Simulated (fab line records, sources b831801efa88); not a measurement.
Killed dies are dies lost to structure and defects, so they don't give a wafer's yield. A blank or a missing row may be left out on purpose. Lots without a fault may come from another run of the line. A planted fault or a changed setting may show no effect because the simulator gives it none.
fab line records | flow gf180mcu | part 2 of 2: steps 31 to 39 of 39
record lots=5 wafers=15 last_day=33
route steps=602 shown V5@551 TOP_METAL@567 PASSIVATION@587
lots that met no fault: from a run of the same line without faults
start_h: hours from the record's first day to the start of the lot's first wafer shown | wait_h: hours since the lot's step before | " the same as in the row above | L1.1+2: a row that stands for several wafers | - no value, or no start given | * or withheld: withheld | < > ~ a bound
route shown NAME@n: a module of which the file shows steps, and the number in the route of the first | usual: mean/standard deviation of fault-free wafers | same: alike in all rows | chamber/n: place in a boat | sites: the reading at each site | _std_site: their standard deviation | _edge_site: outer sites' mean less inner sites' | radius_mm: how far each site lies from the wafer's centre | mask NAME#n: copy n | behind: the tool/chamber that last shaped the wafer | hold: why the lot was held/for how many hours/how that ended | device: the transistor (n, p or np) that didn't switch | end of line: the same wafers' tests at the end of the route | a step without rows: its recipe alone | killed: dies lost to structure and defects at the first sort, not the wafer's yield | map: a wafer's dies, x killed, . not, _ none there
set.NAME: the setting as run; set.NAME@STEP: as run at that earlier step | model.NAME: the simulator's own value behind a step, which no gauge read
lots at some steps of the route; a table a step, a row a wafer
services: from which hour (start_h, from the record's first day; less than 0 if before it) a tool's chamber was out of use, for how many hours, and why
## steps
# step GF_TOP_METAL_CD_MEAS_14
# recipe target_cd_nm=440
# usual cd_nm=438.6/2.5
# columns lot.wafer tool chamber start_h wait_h cd_nm
L075.2 cd_sem-02 - 657.31 0.1 434.4
L075.4 " - " " 431.9
L075.5 " - " " 434.2
L079.2 cd_sem-02 - 685.62 0.1 436.7
L079.3 " - " " 435.3
L079.4 " - " " 438.8
L087.2 cd_sem-01 - 739.25 0.1 436.0
L087.3 " - " " 437.7
L087.6 " - " " 437.2
L090.3 cd_sem-02 - 763.27 0.1 437.9
L090.4 " - " " 438.1
L090.6 " - " " 437.3
L091.3 cd_sem-02 - 767.52 0.1 437.5
L091.4 " - " " 437.7
L091.6 " - " " 438.8
# step GF_TOP_METAL_OVL_MEAS_15
# usual TOP_METAL_OVL=-0.6/1.3
# columns lot.wafer tool chamber start_h wait_h TOP_METAL_OVL[nm]
L075.2 overlay-01 - 657.41 0.1 -1.5
L075.4 " - " " -0.7
L075.5 " - " " -2.9
L079.2 overlay-02 - 685.72 0.1 0.5
L079.3 " - " " 1.1
L079.4 " - " " -1.8
L087.2 overlay-02 - 739.36 0.1 -2.9
L087.3 " - " " -0.9
L087.6 " - " " -0.8
L090.3 overlay-02 - 763.37 0.1 -1.6
L090.4 " - " " -0.9
L090.6 " - " " -2.9
L091.3 overlay-01 - 767.62 0.1 0.7
L091.4 " - " " -1.5
L091.6 " - " " -0.2
# step GF_TOP_METAL_METAL_ETCH_16
# recipe chemistry=Cl2/BCl3 mask_material=NOVOLAK target_depth_nm=1197 stop_on=SiO2 pressure_mtorr=8 icp_w=800 bias_w=140 Cl2_flow_sccm=80 bcl3_flow_sccm=40 time_s=199.5
# usual bcl3_flow_sccm=39.99/0.12 drypump_motor_current_A=5.58/0.22 oes_product_au=0.985/0.0073 throttle_valve_pct=28.237/0.011
# columns lot.wafer tool chamber start_h wait_h bcl3_flow_sccm drypump_motor_current_A oes_product_au rf_hours_counter_h throttle_valve_pct
L075.2 rie_metal-02 0 657.44 0.0 40.12 5.47 0.974 6 28.244
L075.4 " 1 " " 40.11 5.83 0.979 - 28.237
L075.5 " 1 " " 40.12 5.80 0.994 - 28.226
L079.2 rie_metal-04 0 685.82 0.1 40.00 5.56 0.989 - 28.256
L079.3 " 0 " " 39.85 5.55 0.978 - 28.261
L079.4 " 0 " " 39.97 5.54 0.984 - 28.215
L087.2 rie_metal-04 1 739.39 0.0 39.97 5.82 0.986 1 28.226
L087.3 " 1 " " 40.09 5.84 0.982 - 28.225
L087.6 " 1 " " 40.15 5.85 0.988 - 28.228
L090.3 rie_metal-02 1 763.45 0.1 40.02 5.82 0.971 - 28.245
L090.4 " 0 " " 39.90 5.45 0.980 - 28.242
L090.6 " 0 " " 40.05 5.45 0.969 - 28.244
L091.3 rie_metal-01 1 767.70 0.1 39.94 5.15 0.979 - 28.246
L091.4 " 0 " " 40.05 5.77 0.995 - 28.255
L091.6 " 0 " " 40.10 5.77 0.989 - 28.224
# step GF_TOP_METAL_STRIP_17
# recipe chemistry=O2/N2 power_w=1400 pressure_mtorr=1500 platen_temp_c=250 o2_flow_sccm=3000 n2_flow_sccm=300 overash_fraction=0.5
# usual drypump_motor_current_A=5.7/0.45 heater_power_w=320/21 oes_product_au=0.711/0.0046 strip_time_to_endpoint_s=13.02/0.084
# columns lot.wafer tool chamber start_h wait_h drypump_motor_current_A heater_power_w oes_product_au rf_hours_counter_h strip_time_to_endpoint_s
L075.2 plasma_asher-04 1 657.63 0.1 4.9 294 0.709 58 13.17
L075.4 " 0 " " 6.2 324 0.711 - 12.96
L075.5 " 0 " " 6.2 325 0.707 - 12.92
L079.2 plasma_asher-04 1 686.13 0.3 4.9 304 0.708 61 13.09
L079.3 " 0 " " 6.2 332 0.719 - 13.10
L079.4 " 1 " " 4.9 303 0.710 - 13.16
L087.2 plasma_asher-02 0 739.58 0.1 5.6 343 0.710 95 12.94
L087.3 " 0 " " 5.6 346 0.708 - 12.99
L087.6 " 1 " " 5.6 333 0.706 - 13.01
L090.3 plasma_asher-04 0 763.61 0.1 6.3 334 0.721 - 13.17
L090.4 " 1 " " 5.0 308 0.722 - 13.11
L090.6 " 0 " " 6.3 321 0.708 - 13.13
L091.3 plasma_asher-04 0 767.86 0.1 6.3 329 0.711 - 13.03
L091.4 " 1 " " 4.9 304 0.713 - 12.98
L091.6 " 1 " " 4.9 302 0.708 - 12.99
# step GF_TOP_METAL_STRIP_18
# recipe chemistry=post_etch_residue_remover time_s=1200 temp_c=72.5
# columns lot.wafer tool chamber start_h wait_h
L075.2+4+5 wet_bench-04 1 657.73 0.1
L079.2+3+4 wet_bench-02 0 686.23 0.1
L087.2+3+6 wet_bench-04 2 739.68 0.1
L090.3+4+6 wet_bench-02 2 763.68 0.0
L091.3+4+6 wet_bench-02 2 767.93 0.0
# step GF_TOP_METAL_CLEAN_19
# recipe chemistry=DIW dry=n2_spin
# columns lot.wafer tool chamber start_h wait_h
L075.2+4+5 wet_bench-01 3 658.07 0.0
L079.2+3+4 wet_bench-01 0 686.92 0.0
L087.2+3+6 wet_bench-02 2 740.02 0.0
L090.3+4+6 wet_bench-01 1 764.02 0.0
L091.3+4+6 wet_bench-01 1 768.27 0.0
# step GF_PASSIVATION_CVD_00
# recipe material=SiO2 target_thk_nm=1000 precursor=TEOS temp_c=400 time_s=111.95 rf_w=600
# usual heater_power_outer_w=374/68 heater_power_w=644/100
# columns lot.wafer tool chamber start_h wait_h heater_power_outer_w heater_power_w
L075.2 pecvd-04 1 658.17 0.0 472 768
L075.4 " 0 " " 313 578
L075.5 " 1 " " 365 640
L079.2 pecvd-01 2 687.01 0.0 411 641
L079.3 " 0 " " 386 706
L079.4 " 0 " " 292 586
L087.2 pecvd-04 1 740.12 0.0 451 752
L087.3 " 0 " " 268 506
L087.6 " 1 " " 486 806
L090.3 pecvd-04 1 764.21 0.0 411 695
L090.4 " 2 " " 429 714
L090.6 " 0 " " 245 465
L091.3 pecvd-04 2 768.46 0.0 422 686
L091.4 " 2 " " 443 714
L091.6 " 0 " " 333 583
# step GF_PASSIVATION_THK_MEAS_01
# recipe reads=SiO2_of_PASSIVATION_CVD_00
# usual PASSIVATION_CVD_00_THK=1001/14
# columns lot.wafer tool chamber start_h wait_h PASSIVATION_CVD_00_THK[nm]
L075.2 film_metro-04 - 658.38 0.2 1022
L075.4 " - " " 1020
L075.5 " - " " 1028
L079.2 film_metro-04 - 687.10 0.0 974
L079.3 " - " " 991
L079.4 " - " " 1007
L087.2 film_metro-02 - 740.21 0.0 994
L087.3 " - " " 978
L087.6 " - " " 1015
L090.3 film_metro-02 - 764.33 0.1 999
L090.4 " - " " 1024
L090.6 " - " " 1000
L091.3 film_metro-04 - 768.56 0.1 996
L091.4 " - " " 1008
L091.6 " - " " 1005
# step GF_PASSIVATION_CVD_02
# recipe material=Si3N4 target_thk_nm=700 time_s=486.18 temp_c=400 rf_w=450
# usual heater_power_outer_w=394/56 heater_power_w=659/93
# columns lot.wafer tool chamber start_h wait_h heater_power_outer_w heater_power_w
L075.2 pecvd-02 2 658.43 0.0 397 656
L075.4 " 2 " " 410 697
L075.5 " 0 " " 422 705
L079.2 pecvd-02 2 687.15 0.0 397 681
L079.3 " 1 " " 366 579
L079.4 " 0 " " 382 657
L087.2 pecvd-01 2 740.26 0.0 437 698
L087.3 " 1 " " 545 937
L087.6 " 1 " " 424 748
L090.3 pecvd-02 0 764.37 0.0 330 589
L090.4 " 0 " " 364 612
L090.6 " 2 " " 418 702
L091.3 pecvd-02 0 768.60 0.0 344 606
L091.4 " 0 " " 375 670
L091.6 " 1 " " 396 623
## services
# columns tool chamber start_h hours kind
pecvd-04 1 603.85 5.2 repair
rie_diel-01 3 607.90 5.7 repair
krf_scanner-01 - 614.50 0.6 repair
pecvd-02 - 619.34 2.6 repair
iline_stepper-02 - 624.07 7.1 repair
iline_stepper-02 - 641.59 1.7 pm
krf_scanner-01 - 645.20 0.7 repair
rie_diel-01 1 660.52 4.0 repair
pvd_sputter-03 - 665.04 21.5 repair
plasma_asher-04 - 688.10 0.8 repair
pecvd-02 0 688.53 13.7 repair
rie_diel-01 3 690.21 3.9 repair
pvd_sputter-01 - 695.21 1.7 repair
krf_scanner-01 - 701.79 1.0 pm
wet_bench-01 - 702.11 4.1 repair
plasma_asher-04 - 706.87 8.4 repair
rie_diel-01 3 709.52 15.3 repair
krf_scanner-01 - 709.81 1.3 repair
pvd_sputter-01 - 719.26 2.5 repair
krf_scanner-01 - 721.54 1.3 pm
rie_diel-01 0 725.22 5.9 repair
pecvd-02 1 741.75 5.7 repair
krf_scanner-01 - 753.69 0.8 pm
wet_bench-04 - 761.31 0.9 repair
